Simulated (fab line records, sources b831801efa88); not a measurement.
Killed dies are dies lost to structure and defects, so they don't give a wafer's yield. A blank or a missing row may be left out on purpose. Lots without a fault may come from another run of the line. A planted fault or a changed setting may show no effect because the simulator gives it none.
A struck lot beside a sound one | flow sky130 | 44 steps out of a route of 708
Sound: wafers L889.1, L889.3, L889.6. Struck: wafers L892.2, L892.3. (L892.1 of the same lot was not struck and is left out.) The cause comes at the end.
At each step with rows: each side's tool, then ch and its chambers, then its first start. Under that, the readings that differ: sound wafers | struck wafers | difference of the means | sigmas: that difference in standard deviations of wafers without a fault.
alike: readings whose means differ by less than 2 such deviations, and words and numbers that are the same on both sides. not compared: withheld readings, readings that some wafer has no value for, bounds like >300 that may hide the same value, and numbers for which the record gives no deviation and whose values overlap.
The two part at a step that has a row with sigmas, a row that says differs or no value, or rows on one side only. Numbers that don't overlap but have no deviation are shown without sigmas and don't part them. A reading that every wafer of one side lacks parts them only if that side has two wafers or more.

first, 2 steps without rows for these wafers: SKY_VIA2_CLEAN_18 (cleans in IPA, time 180 s); SKY_VIA2_CLEAN_19 (cleans in O3/DIW).
SKY_VIA2_SPUTTER_20: material TiN, target thk 20 nm, time 80 s.
  sound on pvd_sputter-01, day 37 11:05; struck on pvd_sputter-01, day 38 22:24
  alike: throttle_valve_pct
SKY_VIA2_CVD_21: deposits W, target thk 420 nm, time 126.4 s.
  sound on cvd_w-01 ch 0,1, day 37 11:08; struck on cvd_w-01 ch 0,1, day 38 22:28
  alike: heater_power_w
SKY_VIA2_RS_MEAS_22: measures by four-point-probe.
  sound on film_metro-02, day 37 11:16; struck on film_metro-02, day 38 22:35
  alike: VIA2_W_RS
SKY_VIA2_THK_MEAS_23: measures by xrf.
  sound on film_metro-02, day 37 11:23; struck on film_metro-02, day 38 22:43
  alike: VIA2_W_THK
then, 6 steps without rows for these wafers: SKY_VIA2_CMP_24 (polishes, stops on SiO2, t overpolish 20 s, target thk 0 nm); SKY_METAL3_SPUTTER_00 (material Ti, target thk 15 nm, time 10 s); SKY_METAL3_SPUTTER_01 (material TiN, target thk 20 nm, time 16.7 s); SKY_METAL3_SPUTTER_02 (material AlCu, target thk 735 nm, time 39.1 s); SKY_METAL3_SPUTTER_03 (material Ti, target thk 5 nm, time 3.3 s); SKY_METAL3_SPUTTER_04 (material TiN, target thk 70 nm, time 58.3 s).
SKY_CAPM_CVD_00: deposits SiO2, target thk 15.5 nm.
  sound on pecvd-01 ch 0,1, day 37 11:56; struck on pecvd-03 ch 1,2, day 38 23:14
  reading                               | sound             | struck     | difference | sigmas
  heater_power_w (W)                    | 755 821 818       | 480 709    | -204       | -2
  model.SiO2_of_CAPM_CVD_00.thk_nm (nm) | 15.15 15.11 15.35 | 25.91 25.8 | +10.65     |
SKY_CAPM_THK_MEAS_01:
  sound on film_metro-04, day 37 11:58; struck on film_metro-01, day 38 23:15
  reading              | sound             | struck      | difference | sigmas
  CAPM_CVD_00_THK (nm) | 15.20 15.11 15.36 | 25.98 25.77 | +10.65     | +53
then, 1 step without rows for these wafers: SKY_CAPM_SPUTTER_02 (material TiN, target thk 200 nm, time 166.7 s).
SKY_CAPM_RS_MEAS_03: measures by four-point-probe.
  sound on film_metro-03, day 37 12:08; struck on film_metro-03, day 38 23:25
  alike: CAPM_TIN_RS
SKY_CAPM_THK_MEAS_04: measures by xrf.
  sound on film_metro-03, day 37 12:15; struck on film_metro-03, day 38 23:32
  alike: CAPM_TIN_THK
then, 7 steps without rows for these wafers: SKY_CAPM_DEHYDRATE_05 (time 60 s); SKY_CAPM_HMDS_06 (prime time 60 s); SKY_CAPM_COAT_07 (resist thk 1140 nm); SKY_CAPM_SOFTBAKE_08 (time 60 s); SKY_CAPM_EXPOSE_09 (exposes mask CAPM, target cd 1000 nm); SKY_CAPM_PEB_10; SKY_CAPM_DEVELOP_11 (develop time 60 s).
SKY_CAPM_OVL_MEAS_12:
  sound on overlay-02, day 38 13:34; struck on overlay-02, day 39 23:27
  alike: CAPM_OVL
SKY_CAPM_METAL_ETCH_13: etches TiN in Cl2/BCl3, stops on SiO2, target depth 220 nm, time 62.9 s.
  sound on rie_metal-04 ch 0, day 38 13:37; struck on rie_metal-03 ch 1, day 39 23:29
  reading                     | sound             | struck      | difference | sigmas
  drypump_motor_current_A (A) | 6.3 6.2 6.2       | 4.7 4.7     | -1.5       | -2
  mfc_cl2_sccm (sccm)         | 59.89 59.75 59.67 | 60.26 60.11 | +0.41      | +2
  alike: oes_product_au, throttle_valve_pct
  not compared: rf_hours_counter_h
then, 12 steps without rows for these wafers: SKY_CAPM_STRIP_14 (strips in O2/N2); SKY_CAPM_STRIP_15 (strips in post etch residue remover, time 1200 s); SKY_CAPM_CLEAN_16 (cleans in IPA, time 180 s); SKY_CAPM_CLEAN_17 (cleans in O3/DIW); SKY_METAL3_DEHYDRATE_05 (time 60 s); SKY_METAL3_HMDS_06 (prime time 60 s); SKY_METAL3_COAT_07 (resist thk 60 nm); SKY_METAL3_COAT_08 (resist thk 1140 nm); SKY_METAL3_SOFTBAKE_09 (time 90 s); SKY_METAL3_EXPOSE_10 (exposes mask MM3, target cd 300 nm); SKY_METAL3_PEB_11; SKY_METAL3_DEVELOP_12 (develop time 60 s).
SKY_METAL3_CD_MEAS_13: target cd 300 nm.
  sound on cd_sem-02, day 39 15:37; struck on cd_sem-02, day 41 00:49
  alike: cd_nm
SKY_METAL3_OVL_MEAS_14:
  sound on overlay-01, day 39 15:44; struck on overlay-01, day 41 00:56
  alike: METAL3_OVL
SKY_METAL3_DESCUM_15: chemistry O2, time 8 s.
  sound on rie_metal-03 ch 1, day 39 15:46; struck on rie_metal-02 ch 0,1, day 41 00:58
  alike: drypump_motor_current_A, oes_product_au
  not compared: rf_hours_counter_h
SKY_METAL3_ETCH_16: etches BARC in N2/H2, stops on SiO2, time 88.2 s, target depth 60 nm.
  sound on rie_metal-03 ch 1, day 39 15:50; struck on rie_metal-02 ch 0,1, day 41 01:00
  alike: drypump_motor_current_A, oes_product_au, throttle_valve_pct
  not compared: rf_hours_counter_h
SKY_METAL3_ETCH_17: etches SiO2 in C4F8/O2/Ar, stops on TiN, time 3.9 s, target depth 15 nm.
  sound on rie_diel-02 ch 1,2, day 39 16:02; struck on rie_diel-04 ch 1,2, day 41 01:06
  reading                  | sound             | struck      | difference | sigmas
  oes_product_au (a.u.)    | 0.747 0.744 0.745 | 1.000 1.011 | +0.260     | +41
  model.etch.depth_nm (nm) | 15.15 15.11 15.35 | 25.63 25.8  | +10.51     |
-- the record jumps here: 7 days lie between the struck wafers' starts before and after (it left off in module METAL3 and takes up again in module PAD_OPEN, whose first step shown is number 708 of the route) --
SKY_PAD_OPEN_PROBE_99:
  sound on prober-01, day 46 17:04; struck on prober-01, day 47 22:17
  reading                               | sound             | struck      | difference | sigmas
  model.etest.tester.sort_n_pass        | 413 405 420       | 0 0         | -413       |
  model.etest.tester.sort_yield_pct (%) | 83.94 82.32 85.37 | 0 0         | -84        |
  model.etest.tester.sort_bin_3_pct (%) | 0.2033 0.813 1.22 | 57.62 15.06 | +35.59     |
  model.etest.tester.sort_bin_5_pct (%) | 10.77 11.18 8.537 | 35.87 75.59 | +45.57     |
  alike: defect_limited_yield, killed_at_M0_to_M3, killed_at_M4_up, killed_at_contacts, killed_at_front_end, killed_at_other, killed_dies, killed_open, killed_short
  not compared: model.etest.nfet_01v8.over_limit, model.etest.res_li.short, model.etest.sonos_programmed.short, model.etest.diode_nwell_sub.over_limit

WHERE THEY PART
First at SKY_CAPM_CVD_00; last, within this record, at SKY_METAL3_ETCH_17. Later steps at which nothing parts them and some readings are alike: SKY_PAD_OPEN_PROBE_99.

WHY: what the simulator had put in
Process parameter drift: pecvd-03, from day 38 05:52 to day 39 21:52, at SKY_CAPM_CVD_00. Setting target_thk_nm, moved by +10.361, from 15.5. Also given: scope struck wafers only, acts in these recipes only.
